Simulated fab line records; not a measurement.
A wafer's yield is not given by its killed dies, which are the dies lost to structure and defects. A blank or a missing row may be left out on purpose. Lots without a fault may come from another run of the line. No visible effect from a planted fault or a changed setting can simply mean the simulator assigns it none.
Problem report in the 8D (eight disciplines) form, filled by code ; flow sfq_line ; the parts of the form that need people (team, actions taken, sign-off) are left out

1. WHAT IS WRONG
Mean of time_to_endpoint_s at SFQ_TRILAYER_I0_CMP_CMP_028: 282 s across 6 wafers in 2 lots; on wafers with no fault it is 219 s (standard deviation 6.2). Measured from the usual mean, that is +10 standard deviations.
The step: polishes SiO2.
The first sign was on wafer L954.1 at day 14 06:37, on cmp-02. Wafers with a number at this step in the record: 42, from 14 lots. Rule for "out", or "out of limits": more than 4 standard deviations from the usual mean. The rest of the wafers with a number are treated as sound.

2. WHAT THIS IS AND IS NOT
question;is;is not
which readings at this step;time_to_endpoint_s;motor_current_A
which lots;L954, L955;L949, L952, L953, L956, L957, L962, L964, L965, L968, L969, L970, L971
which wafers of those lots;all that have a number;-
read on which tools;cmp-02;cmp-01
when;from day 14 06:37;"up to then (9 sound wafers); but 27 sound wafers of L956, L957, L962, L964, L965, L968, L969, L970, L971 came after"

3. SUSPECTS, AND WHAT RULES EACH OUT
Counting: a tool at a process step up to the reading stays a suspect if it ran every lot that is out and no sound lot after the first of them.
- cmp-02 at SFQ_TRILAYER_I0_CMP_CMP_028 (polishes SiO2): ruled out as a lasting fault. The sound lots L962, L968, L969, L971 went through it after L954, its earliest lot that is out (day 14 06:37).
Left after counting: nothing in the record.

4. THE CAUSE (what the simulator had put in)
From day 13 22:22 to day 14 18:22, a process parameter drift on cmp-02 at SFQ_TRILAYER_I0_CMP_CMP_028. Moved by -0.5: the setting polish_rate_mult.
Counting ruled it out, wrongly.

5. SEQUENCE OF EFFECTS, ordered by route
One row per reading whose mean, taken over the struck wafers that have a number, lies over 3 standard deviations from the usual. Readings are gone through only where the record gives a usual standard deviation; hours: the median, over the lots, of the time from a lot's start at the first step in this table giving one to that lot's start at this step; sigmas: the change measured in usual standard deviations.
hours;step;reading;usual;on struck wafers;change;sigmas
0;SFQ_TRILAYER_I0_CMP_CMP_028;time_to_endpoint_s;219 s;282;+62;+10
3;SFQ_TRILAYER_I0_METRO_MEASURE_029;thk_nm;198.5 nm;304.6;+106.1;+96
148;SFQ_TRILAYER_I0_VIA_ETCH_VIA_ETCH_034;oes_product_au;0.851 a.u.;1.003;+0.152;+30
Process steps it contains:
- SFQ_TRILAYER_I0_CMP_CMP_028: polishes SiO2.
- SFQ_TRILAYER_I0_METRO_MEASURE_029
- SFQ_TRILAYER_I0_VIA_ETCH_VIA_ETCH_034: etches SiO2 in CHF3, stops on Nb, target depth 260 nm.

6. HOW IT WOULD HAVE BEEN CAUGHT EARLIER
8 hours passed between the start of the fault at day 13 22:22 and the first reading out of limits in this record, taken at day 14 06:37.
